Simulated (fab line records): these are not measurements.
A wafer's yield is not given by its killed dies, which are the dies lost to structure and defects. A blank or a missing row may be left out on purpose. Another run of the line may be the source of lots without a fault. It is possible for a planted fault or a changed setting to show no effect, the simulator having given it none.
fab line records	flow gf180mcu
record lots=5	wafers=23
route steps=602 shown HV_LDD@204 NSD@238 PSD@257 SAB@272 CONTACT@291 M1@315
startH: start of the lot's first displayed wafer, in hours after the record's first day	waitH: how many hours have passed since the lot's step before this one	" unchanged from the row above	L1.1+2: one row covering several wafers at once	- no value present, or no start provided	* or withheld: withheld	< > ~ a bound
route shown NAME@n: NAME is a module with steps in the file, n the number in the route of the first one	usual: mean/standard deviation of fault-free wafers	same: alike in all rows	chamber/n: place in a boat	sites: the reading at each site	_std_site: the standard deviation of these	_edge_site: the outer-site mean with the inner-site mean subtracted	radiusMm: how far each site lies from the wafer's centre	mask NAME#n: copy n	behind: the tool/chamber that last shaped the wafer	hold: cause of the lot's hold/its duration in hours/its outcome	device: whichever transistor did not switch (one of n, p or np)	end of line: the tests these same wafers got at the end of their route	where a step has no rows: the recipe by itself	killed: dies lost to structure and defects at the first sort, not the wafer's yield	map: a wafer's dies, x killed, . not, _ none there
set.NAME: the setting as run; set.NAME@STEP: as run at that earlier step	model.NAME: the simulator's own value behind a step, which no gauge read
one table per step and one row per wafer, for lots whose settings were changed on purpose
## steps
# step GF_HV_LDD_EXPOSE_28
# recipe maskId=Nplus_HV_AREA	targetCdNm=400	na=0.6	sourceShape=conventional	sigmaOuter=0.6	doseMj=140
lot.wafer	tool	chamber	startH	waitH	mask	set.doseMj
L076.1+3+5	ilineStepper-01	0	-	-	Nplus_HV_AREA#0	140
L076.2+4	"	0	"	"	Nplus_HV_AREA#0	134.3
L079.2+3+6	ilineStepper-02	0	-	-	Nplus_HV_AREA#0	140
L083.2+3+4+5+6	ilineStepper-02	0	-	-	Nplus_HV_AREA#0	140
L084.1+5+6	ilineStepper-02	0	-	-	Nplus_HV_AREA#0	140
L084.2+3	"	0	"	"	Nplus_HV_AREA#0	143.1
L085.1+3+4	ilineStepper-02	0	-	-	Nplus_HV_AREA#0	140
L085.2+5	"	0	"	"	Nplus_HV_AREA#0	145.3
# step GF_HV_LDD_PEB_29
# recipe tempC=withheld	timeS=*	resist=NOVOLAK
# step GF_HV_LDD_DEVELOP_30
# recipe developTimeS=60	devTempC=23
# step GF_HV_LDD_CD_MEAS_31
# recipe targetCdNm=400
# usual cdNm=400.5/2.4
lot.wafer	tool	chamber	startH	waitH	set.doseMj@HV_LDD_EXPOSE_28	cdNm
L076.1	cdSem-02	-	276.60	0.1	140	396.2
L076.2	"	-	"	"	134.3	385.2
L076.3	"	-	"	"	140	398.4
L076.4	"	-	"	"	134.3	387.4
L076.5	"	-	"	"	140	398.9
L079.2	cdSem-01	-	295.56	0.1	140	403.8
L079.3	"	-	"	"	140	405.2
L079.6	"	-	"	"	140	404.4
L083.2	cdSem-01	-	333.16	0.1	140	401.0
L083.3	"	-	"	"	140	402.6
L083.4	"	-	"	"	140	402.2
L083.5	"	-	"	"	140	403.1
L083.6	"	-	"	"	140	401.0
L084.1	cdSem-02	-	333.44	0.1	140	401.8
L084.2	"	-	"	"	143.1	408.9
L084.3	"	-	"	"	143.1	410.0
L084.5	"	-	"	"	140	400.7
L084.6	"	-	"	"	140	401.7
L085.1	cdSem-01	-	343.19	0.1	140	401.4
L085.2	"	-	"	"	145.3	413.6
L085.3	"	-	"	"	140	399.9
L085.4	"	-	"	"	140	401.4
L085.5	"	-	"	"	145.3	412.7
# step GF_NSD_SOFTBAKE_03
# recipe tempC=90	timeS=60	resist=NOVOLAK
lot.wafer	tool	chamber	startH	waitH	set.tempC
L076.1+2+4	lithoTrack-02	0	308.94	0.1	86.9
L076.3+5	"	0	"	"	90
L079.2+3+6	lithoTrack-04	0	332.19	0.1	90
L083.2+3+5	lithoTrack-04	0	369.14	0.1	90
L083.4+6	"	0	"	"	86.93
L084.1+2+6	lithoTrack-04	0	370.07	0.1	90
L084.3+5	"	0	"	"	88.26
L085.1+3	lithoTrack-04	0	379.47	0.1	90
L085.2+4+5	"	0	"	"	86.94
# step GF_NSD_EXPOSE_04
# recipe maskId=Nplus	targetCdNm=400	na=0.6	sourceShape=conventional	sigmaOuter=0.6	doseMj=140
# step GF_NSD_PEB_05
# recipe tempC=withheld	timeS=*	resist=NOVOLAK
# step GF_NSD_IMPLANT_09
# recipe species=As	energyKev=60	doseCm2=4e+15	tiltDeg=7
# step GF_NSD_IMPLANT_10
# recipe species=P	energyKev=40	doseCm2=5e+14	tiltDeg=7
# step GF_NSD_STRIP_11
# recipe chemistry=O2/N2	powerW=1400	pressureMtorr=1500	platenTempC=250	o2FlowSccm=3000	n2FlowSccm=300	overashFraction=0.5
# usual stripTimeToEndpointS=22.95/0.037
lot.wafer	tool	chamber	startH	waitH	set.tempC@NSD_SOFTBAKE_03	stripTimeToEndpointS
L076.1	plasmaAsher-03	0	318.90	0.1	86.9	23.00
L076.2	"	1	"	"	86.9	22.98
L076.3	"	1	"	"	90	22.87
L076.4	"	0	"	"	86.9	22.98
L076.5	"	1	"	"	90	22.88
L079.2	plasmaAsher-02	0	342.47	0.1	90	23.00
L079.3	"	0	"	"	90	22.99
L079.6	"	0	"	"	90	22.97
L083.2	plasmaAsher-03	1	380.06	0.1	90	23.00
L083.3	"	1	"	"	90	22.95
L083.4	"	0	"	"	86.93	23.06
L083.5	"	1	"	"	90	22.94
L083.6	"	0	"	"	86.93	23.09
L084.1	plasmaAsher-02	0	381.01	0.1	90	22.98
L084.2	"	1	"	"	90	23.01
L084.3	"	1	"	"	88.26	23.00
L084.5	"	0	"	"	88.26	23.08
L084.6	"	1	"	"	90	23.04
L085.1	plasmaAsher-02	0	391.67	0.1	90	22.93
L085.2	"	1	"	"	86.94	23.04
L085.3	"	0	"	"	90	22.93
L085.4	"	1	"	"	86.94	23.07
L085.5	"	0	"	"	86.94	23.05
# step GF_PSD_IMPLANT_09
# recipe species=BF2	energyKev=40	doseCm2=1.5e+15	tiltDeg=7
lot.wafer	tool	chamber	startH	waitH	set.energyKev	model.implant.rpNm	model.implant.drpNm
L076.1+4+5	implanter-01	0	339.23	0.0	40	29.3	15.87
L076.2+3	"	0	"	"	42.45	30.76	16.55
L079.2+3+6	implanter-03	0	364.05	0.0	40	31.04	15.87
L083.2+5	implanter-01	0	403.05	0.0	40	29.33	15.87
L083.3+4+6	"	0	"	"	41.06	29.96	16.17
L084.1+5	implanter-02	0	403.77	0.0	40	30.34	15.87
L084.2+3+6	"	0	"	"	37.33	28.67	15.12
L085.1+4	implanter-02	0	414.02	0.0	37.04	27.63	15.04
L085.2+3+5	"	0	"	"	40	29.43	15.87
# step GF_PSD_STRIP_10
# recipe chemistry=O2/N2	powerW=1400	pressureMtorr=1500	platenTempC=250	o2FlowSccm=3000	n2FlowSccm=300	overashFraction=0.5
# usual stripTimeToEndpointS=16.533/0.028
lot.wafer	tool	chamber	startH	waitH	set.energyKev@PSD_IMPLANT_09	stripTimeToEndpointS
L076.1	plasmaAsher-02	1	339.38	0.1	40	16.574
L076.2	"	0	"	"	42.45	16.843
L076.3	"	1	"	"	42.45	16.806
L076.4	"	0	"	"	40	16.573
L076.5	"	0	"	"	40	16.528
L079.2	plasmaAsher-02	0	364.17	0.1	40	16.542
L079.3	"	1	"	"	40	16.558
L079.6	"	1	"	"	40	16.567
L083.2	plasmaAsher-01	0	403.18	0.1	40	16.581
L083.3	"	1	"	"	41.06	16.677
L083.4	"	0	"	"	41.06	16.641
L083.5	"	1	"	"	40	16.568
L083.6	"	0	"	"	41.06	16.675
L084.1	plasmaAsher-01	1	403.92	0.1	40	16.579
L084.2	"	0	"	"	37.33	16.295
L084.3	"	0	"	"	37.33	16.304
L084.5	"	0	"	"	40	16.554
L084.6	"	1	"	"	37.33	16.317
L085.1	plasmaAsher-01	1	414.17	0.1	37.04	16.245
L085.2	"	0	"	"	40	16.533
L085.3	"	1	"	"	40	16.549
L085.4	"	0	"	"	37.04	16.278
L085.5	"	0	"	"	40	16.546
# step GF_PSD_TW_MEAS_11
# usual PSD_TW=3197/16
lot.wafer	tool	chamber	startH	waitH	set.energyKev@PSD_IMPLANT_09	PSD_TW
L076.1	filmMetro-02	-	339.48	0.1	40	3209
L076.2	"	-	"	"	42.45	3264
L076.3	"	-	"	"	42.45	3243
L076.4	"	-	"	"	40	3209
L076.5	"	-	"	"	40	3213
L079.2	filmMetro-01	-	364.28	0.1	40	3180
L079.3	"	-	"	"	40	3204
L079.6	"	-	"	"	40	3208
L083.2	filmMetro-03	-	403.29	0.1	40	3211
L083.3	"	-	"	"	41.06	3239
L083.4	"	-	"	"	41.06	3229
L083.5	"	-	"	"	40	3199
L083.6	"	-	"	"	41.06	3214
L084.1	filmMetro-02	-	404.02	0.1	40	3216
L084.2	"	-	"	"	37.33	3146
L084.3	"	-	"	"	37.33	3155
L084.5	"	-	"	"	40	3228
L084.6	"	-	"	"	37.33	3137
L085.1	filmMetro-03	-	414.27	0.1	37.04	3153
L085.2	"	-	"	"	40	3230
L085.3	"	-	"	"	40	3201
L085.4	"	-	"	"	37.04	3141
L085.5	"	-	"	"	40	3203
# step GF_PSD_CLEAN_12
# recipe chemistry=SC1/SC2	mix=1:4:20	tempC=70	timeS=150	dry=n2Spin
# step GF_PSD_RTA_13
# recipe tempC=1025	timeS=20	ambient=N2
# step GF_PSD_RS_MEAS_15
# recipe thkMeasGauge=four-point-probe
# usual PSD_RS=108.45/0.26
lot.wafer	tool	chamber	startH	waitH	set.energyKev@PSD_IMPLANT_09	PSD_RS[ohm/sq]
L076.1	filmMetro-02	-	339.85	0.1	40	108.41
L076.2	"	-	"	"	42.45	105.34
L076.3	"	-	"	"	42.45	105.53
L076.4	"	-	"	"	40	108.68
L076.5	"	-	"	"	40	108.41
L079.2	filmMetro-03	-	364.61	0.1	40	108.60
L079.3	"	-	"	"	40	108.55
L079.6	"	-	"	"	40	108.76
L083.2	filmMetro-03	-	403.61	0.1	40	108.66
L083.3	"	-	"	"	41.06	106.92
L083.4	"	-	"	"	41.06	106.93
L083.5	"	-	"	"	40	108.06
L083.6	"	-	"	"	41.06	107.09
L084.1	filmMetro-03	-	404.34	0.1	40	108.56
L084.2	"	-	"	"	37.33	112.14
L084.3	"	-	"	"	37.33	111.89
L084.5	"	-	"	"	40	108.72
L084.6	"	-	"	"	37.33	112.34
L085.1	filmMetro-02	-	414.59	0.1	37.04	112.46
L085.2	"	-	"	"	40	108.37
L085.3	"	-	"	"	40	108.25
L085.4	"	-	"	"	37.04	112.09
L085.5	"	-	"	"	40	107.99
# step GF_SAB_DEVELOP_08
# recipe developTimeS=60	devTempC=23
lot.wafer	tool	chamber	startH	waitH	set.developTimeS
L076.1+3	lithoTrack-04	0	362.12	0.1	54.05
L076.2+4+5	"	0	"	"	60
L079.2+3+6	lithoTrack-03	0	387.28	0.1	60
L083.2+3+4+5+6	lithoTrack-01	0	427.29	0.1	60
L084.1+3	lithoTrack-04	0	428.42	0.1	60
L084.2+5+6	"	0	"	"	68.23
L085.1+2+3+4+5	lithoTrack-03	0	438.80	0.1	60
# step GF_SAB_CD_MEAS_09
# recipe targetCdNm=420
# usual cdNm=418.2/2.2
lot.wafer	tool	chamber	startH	waitH	set.developTimeS@SAB_DEVELOP_08	cdNm
L076.1	cdSem-01	-	362.27	0.1	54.05	429.1
L076.2	"	-	"	"	60	418.2
L076.3	"	-	"	"	54.05	430.5
L076.4	"	-	"	"	60	419.7
L076.5	"	-	"	"	60	419.3
L079.2	cdSem-01	-	387.42	0.1	60	417.3
L079.3	"	-	"	"	60	420.0
L079.6	"	-	"	"	60	418.4
L083.2	cdSem-02	-	427.44	0.1	60	412.8
L083.3	"	-	"	"	60	412.9
L083.4	"	-	"	"	60	415.1
L083.5	"	-	"	"	60	416.8
L083.6	"	-	"	"	60	414.5
L084.1	cdSem-01	-	428.57	0.1	60	417.5
L084.2	"	-	"	"	68.23	406.6
L084.3	"	-	"	"	60	418.9
L084.5	"	-	"	"	68.23	406.1
L084.6	"	-	"	"	68.23	407.5
L085.1	cdSem-02	-	438.95	0.1	60	418.0
L085.2	"	-	"	"	60	416.9
L085.3	"	-	"	"	60	419.3
L085.4	"	-	"	"	60	417.0
L085.5	"	-	"	"	60	417.9
# step GF_SAB_ETCH_11
# recipe chemistry=C4F8/O2/Ar	maskMaterial=NOVOLAK	target=SiO2	targetDepthNm=55	sourceW=1500	biasW=1200	pressureMtorr=40	c4f8FlowSccm=withheld	O2_flow_sccm=6	Ar_flow_sccm=300	timeS=8.5
lot.wafer	tool	chamber	startH	waitH	set.developTimeS@SAB_DEVELOP_08	model.SAB.cdNm
L076.1	rieDiel-03	3	362.42	0.0	54.05	429.1
L076.2	"	1	"	"	60	418.5
L076.3	"	0	"	"	54.05	430.6
L076.4	"	2	"	"	60	419.9
L076.5	"	0	"	"	60	419.6
L079.2	rieDiel-04	2	387.56	0.0	60	417.4
L079.3	"	1	"	"	60	419.8
L079.6	"	3	"	"	60	418.8
L083.2	rieDiel-03	2	427.58	0.0	60	412.7
L083.3	"	1	"	"	60	412.4
L083.4+6	"	0,3	"	"	60	414.5
L083.5	"	2	"	"	60	416.5
L084.1	rieDiel-03	3	428.72	0.0	60	417.3
L084.2+5	"	1,3	"	"	68.23	406.2
L084.3	"	2	"	"	60	418.9
L084.6	"	2	"	"	68.23	407.6
L085.1	rieDiel-01	1	439.11	0.0	60	418.1
L085.2+4	"	3,0	"	"	60	417.4
L085.3	"	2	"	"	60	419.1
L085.5	"	2	"	"	60	417.8
# step GF_CONTACT_CMP_04
# recipe material=SiO2	downForcePsi=4	platenRpm=60	padVelocityMS=0.94248
lot.wafer	tool	chamber	startH	waitH	set.leaveAboveRefNm	model.SiO2_of_CONTACT_CVD_02.thkNm
L076.4	cmp-02	1	363.98	0.3	560	560.3
L076.1	"	2	"	"	522.5	523.2
L076.2	"	3	"	"	560	560.4
L076.3	"	0	"	"	560	562.1
L076.5	"	2	"	"	522.5	523.3
L079.2	cmp-01	3	389.10	0.1	560	558
L079.3	"	0	"	"	560	559.9
L079.6	"	2	"	"	560	559.1
L083.2	cmp-02	3	428.68	0.0	560	559.9
L083.3	"	1	"	"	560	561.1
L083.4	"	2	"	"	560	559.8
L083.6	"	3	"	"	560	558.7
L083.5	"	0	"	"	560	558.9
L084.3	cmp-02	2	430.33	0.5	560	560.2
L084.1	"	3	"	"	560	558.6
L084.2	"	1	"	"	560	559.6
L084.5	"	2	"	"	560	558.8
L084.6	"	3	"	"	560	558
L085.3	cmp-02	0	440.28	0.0	560	560.1
L085.2	"	1	"	"	572	572.6
L085.4	"	2	"	"	572	570.1
L085.1	"	3	"	"	560	559.8
L085.5	"	1	"	"	560	558.6
# step GF_CONTACT_COAT_09
# recipe resist=KrF	spinRpm=withheld	resistThkNm=1000
lot.wafer	tool	chamber	startH	waitH	set.resistThkNm	model.KrF_of_CONTACT_COAT_09.thkNm
L076.1	lithoTrack-03	0	-	-	1000	991.2
L076.2	"	0	"	"	953.8	947.9
L076.3	"	0	"	"	953.8	943.1
L076.4	"	0	"	"	1000	992.9
L076.5	"	0	"	"	953.8	949.1
L079.2	lithoTrack-01	0	-	-	1000	999.8
L079.3	"	0	"	"	1000	998.3
L079.6	"	0	"	"	1000	998.7
L083.2	lithoTrack-02	0	-	-	953.4	950.9
L083.3	"	0	"	"	953.4	956.1
L083.4	"	0	"	"	1000	997.4
L083.5	"	0	"	"	1000	998.2
L083.6	"	0	"	"	953.4	953.4
L084.1	lithoTrack-01	0	-	-	970.3	972.3
L084.2	"	0	"	"	1000	1005
L084.3	"	0	"	"	1000	1002
L084.5	"	0	"	"	1000	1004
L084.6	"	0	"	"	970.3	972.9
L085.1	lithoTrack-01	0	-	-	1000	1001
L085.2	"	0	"	"	1000	999.6
L085.3	"	0	"	"	1026	1028
L085.4	"	0	"	"	1000	1004
L085.5	"	0	"	"	1026	1027
# step GF_CONTACT_SOFTBAKE_10
# recipe tempC=130	timeS=60	resist=KrF
# step GF_CONTACT_EXPOSE_11
# recipe maskId=Contact	targetCdNm=220	na=0.68	sourceShape=conventional	sigmaOuter=0.6	doseMj=38
# step GF_CONTACT_ETCH_16
# recipe chemistry=N2/H2	targetDepthA=withheld	overetchA=withheld	timeS=withheld	target=BARC	ionEnergyEv=200	sourceW=500	biasW=100	pressureMtorr=30	n2FlowSccm=100	h2FlowSccm=200
# step GF_CONTACT_ETCH_17
# recipe chemistry=C4F8/O2/Ar	maskMaterial=KrF	target=SiO2	stopOn=CoSi2	sourceW=1500	biasW=1200	pressureMtorr=40	c4f8FlowSccm=withheld	O2_flow_sccm=6	Ar_flow_sccm=300	timeS=withheld	targetDepthA=8600
lot.wafer	tool	chamber	startH	waitH	set.leaveAboveRefNm@CONTACT_CMP_04	model.CONTACT.featureDepthNm
L076.1	rieDiel-01	0	-	-	522.5	820.4
L076.2	"	1	"	"	560	860
L076.3	"	3	"	"	560	866.4
L076.4	"	2	"	"	560	863.1
L076.5	"	1	"	"	522.5	824.8
L079.2	rieDiel-04	0	-	-	560	858.3
L079.3	"	3	"	"	560	856.4
L079.6	"	3	"	"	560	854.1
L083.2	rieDiel-04	1	-	-	560	859.5
L083.3	"	3	"	"	560	855.4
L083.4	"	2	"	"	560	861.3
L083.5	"	2	"	"	560	858
L083.6	"	1	"	"	560	859.2
L084.1	rieDiel-04	3	-	-	560	861.1
L084.2	"	0	"	"	560	865.4
L084.3	"	2	"	"	560	864.1
L084.5	"	2	"	"	560	860.7
L084.6	"	1	"	"	560	859.8
L085.1	rieDiel-01	2	-	-	560	854.5
L085.2	"	0	"	"	572	874.4
L085.3	"	1	"	"	560	859.4
L085.4	"	3	"	"	572	867.5
L085.5	"	2	"	"	560	863.7
# step GF_M1_SPUTTER_00
# recipe material=Ti	targetThkNm=37.5	arrivingIonEnergyEv=80	substrateTempC=200	chamberPressurePa=2	powerW=4000	timeS=150
lot.wafer	tool	chamber	startH	waitH	set.timeS	model.Ti_of_M1_SPUTTER_00.thkNm
L076.1	pvdSputter-04	-	387.88	0.2	134.8	33.08
L076.2	"	-	"	"	134.8	33.28
L076.3	"	-	"	"	134.8	33.71
L076.4	"	-	"	"	150	37.29
L076.5	"	-	"	"	150	36.87
L079.2	pvdSputter-01	-	414.26	0.1	150	37.42
L079.3	"	-	"	"	150	37.27
L079.6	"	-	"	"	150	37.11
L083.2	pvdSputter-04	-	454.21	0.1	150	37.07
L083.3	"	-	"	"	128.8	30.97
L083.4	"	-	"	"	150	36.75
L083.5	"	-	"	"	128.8	31.53
L083.6	"	-	"	"	150	36.71
L084.1	pvdSputter-01	-	457.10	0.2	150	36.93
L084.2	"	-	"	"	150	37.69
L084.3	"	-	"	"	150	37.05
L084.5	"	-	"	"	150	37.57
L084.6	"	-	"	"	150	36.88
L085.1	pvdSputter-02	-	465.95	0.2	150	37.73
L085.2	"	-	"	"	150	38.2
L085.3	"	-	"	"	150	37.8
L085.4	"	-	"	"	150	37.83
L085.5	"	-	"	"	150	38.1
# step GF_M1_EXPOSE_11
# recipe maskId=Metal1	targetCdNm=230	na=0.68	sourceShape=conventional	sigmaOuter=0.6	doseMj=28
lot.wafer	tool	chamber	startH	waitH	mask	set.doseMj
L076.1+4+5	krfScanner-01	0	-	-	Metal1#0	27.14
L076.2+3	"	0	"	"	Metal1#0	28
L079.2+3+6	krfScanner-02	0	-	-	Metal1#0	28
L083.2+3+4+5+6	krfScanner-02	0	-	-	Metal1#0	28
L084.1+2+6	krfScanner-02	0	-	-	Metal1#0	25.96
L084.3+5	"	0	"	"	Metal1#0	28
L085.1+4	krfScanner-01	0	-	-	Metal1#0	28
L085.2+3+5	"	0	"	"	Metal1#0	28.91
# step GF_M1_PEB_12
# recipe pebTempC=135	pebTimeS=90	resist=KrF
# step GF_M1_DEVELOP_13
# recipe developTimeS=60	devTempC=21
# step GF_M1_CD_MEAS_14
# recipe targetCdNm=230
# usual cdNm=230.0/1.4
lot.wafer	tool	chamber	startH	waitH	set.doseMj@M1_EXPOSE_11	cdNm
L076.1	cdSem-01	-	410.97	0.1	27.14	234.8
L076.2	"	-	"	"	28	229.4
L076.3	"	-	"	"	28	229.8
L076.4	"	-	"	"	27.14	234.8
L076.5	"	-	"	"	27.14	233.5
L079.2	cdSem-01	-	438.39	0.1	28	228.8
L079.3	"	-	"	"	28	229.1
L079.6	"	-	"	"	28	228.8
L083.2	cdSem-02	-	478.81	0.1	28	229.3
L083.3	"	-	"	"	28	228.6
L083.4	"	-	"	"	28	229.6
L083.5	"	-	"	"	28	229.0
L083.6	"	-	"	"	28	228.7
L084.1	cdSem-02	-	480.32	0.1	25.96	243.0
L084.2	"	-	"	"	25.96	244.0
L084.3	"	-	"	"	28	229.7
L084.5	"	-	"	"	28	230.5
L084.6	"	-	"	"	25.96	243.1
L085.1	cdSem-01	-	490.27	0.1	28	230.0
L085.2	"	-	"	"	28.91	225.4
L085.3	"	-	"	"	28.91	225.6
L085.4	"	-	"	"	28	229.7
L085.5	"	-	"	"	28.91	224.7
# step GF_M1_METAL_ETCH_16
# recipe chemistry=Cl2/BCl3	maskMaterial=KrF	targetDepthNm=627.5	stopOn=SiO2	pressureMtorr=8	icpW=800	biasW=140	Cl2_flow_sccm=80	bcl3FlowSccm=40	timeS=104.6
lot.wafer	tool	chamber	startH	waitH	set.doseMj@M1_EXPOSE_11	model.M1.cdNm
L076.1	rieMetal-02	1	411.12	0.0	27.14	242.1
L076.2	"	0	"	"	28	237.5
L076.3	"	0	"	"	28	238.9
L076.4	"	1	"	"	27.14	242.5
L076.5	"	0	"	"	27.14	243.1
L079.2	rieMetal-03	0	438.52	0.0	28	231.3
L079.3	"	1	"	"	28	225.6
L079.6	"	0	"	"	28	230.9
L083.2	rieMetal-02	1	478.94	0.0	28	231.2
L083.3	"	0	"	"	28	235.6
L083.4	"	1	"	"	28	232.4
L083.5	"	1	"	"	28	232.1
L083.6	"	0	"	"	28	234.1
L084.1	rieMetal-04	1	480.47	0.0	25.96	246.5
L084.2	"	0	"	"	25.96	247.7
L084.3	"	0	"	"	28	232.3
L084.5	"	0	"	"	28	232.1
L084.6	"	1	"	"	25.96	248.5
L085.1	rieMetal-03	0	490.42	0.0	28	225.9
L085.2	"	1	"	"	28.91	223.3
L085.3	"	0	"	"	28.91	220.3
L085.4	"	1	"	"	28	229.6
L085.5	"	0	"	"	28.91	219.9
## key
split step=GF_HV_LDD_EXPOSE_28	setting=doseMj	stated=140	by=wafer
response step=GF_HV_LDD_CD_MEAS_31	reading=cdNm	change=+3.1	per=1%	r=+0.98
split step=GF_NSD_SOFTBAKE_03	setting=tempC	stated=90	by=wafer
response step=GF_NSD_STRIP_11	reading=stripTimeToEndpointS	change=*	per=1%	r=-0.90
split step=GF_PSD_IMPLANT_09	setting=energyKev	stated=40	by=wafer
response step=GF_PSD_IMPLANT_09	reading=model.implant.rpNm	change=+0.244	per=1%	r=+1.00
response step=GF_PSD_IMPLANT_09	reading=model.implant.drpNm	change=+0.112	per=1%	r=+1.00
response step=GF_PSD_STRIP_10	reading=stripTimeToEndpointS	change=*	per=1%	r=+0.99
response step=GF_PSD_TW_MEAS_11	reading=PSD_TW	change=+9.1	per=1%	r=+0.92
response step=GF_PSD_RS_MEAS_15	reading=PSD_RS	change=-0.527	per=1%	r=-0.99
split step=GF_SAB_DEVELOP_08	setting=developTimeS	stated=60	by=wafer
response step=GF_SAB_CD_MEAS_09	reading=cdNm	change=-0.921	per=1%	r=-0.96
response step=GF_SAB_ETCH_11	reading=model.SAB.cdNm	change=-0.911	per=1%	r=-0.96
split step=GF_CONTACT_CMP_04	setting=leaveAboveRefNm	stated=560	by=wafer
response step=GF_CONTACT_CMP_04	reading=model.SiO2_of_CONTACT_CVD_02.thkNm	change=+5.62	per=1%	r=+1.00
response step=GF_CONTACT_ETCH_17	reading=model.CONTACT.featureDepthNm	change=+6.01	per=1%	r=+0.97
split step=GF_CONTACT_COAT_09	setting=resistThkNm	stated=1000	by=wafer
response step=GF_CONTACT_COAT_09	reading=model.KrF_of_CONTACT_COAT_09.thkNm	change=+9.82	per=1%	r=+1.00
split step=GF_M1_SPUTTER_00	setting=timeS	stated=150	by=wafer
response step=GF_M1_SPUTTER_00	reading=model.Ti_of_M1_SPUTTER_00.thkNm	change=+0.386	per=1%	r=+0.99
split step=GF_M1_EXPOSE_11	setting=doseMj	stated=28	by=wafer
response step=GF_M1_CD_MEAS_14	reading=cdNm	change=-1.73	per=1%	r=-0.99
response step=GF_M1_METAL_ETCH_16	reading=model.M1.cdNm	change=-2.01	per=1%	r=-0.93
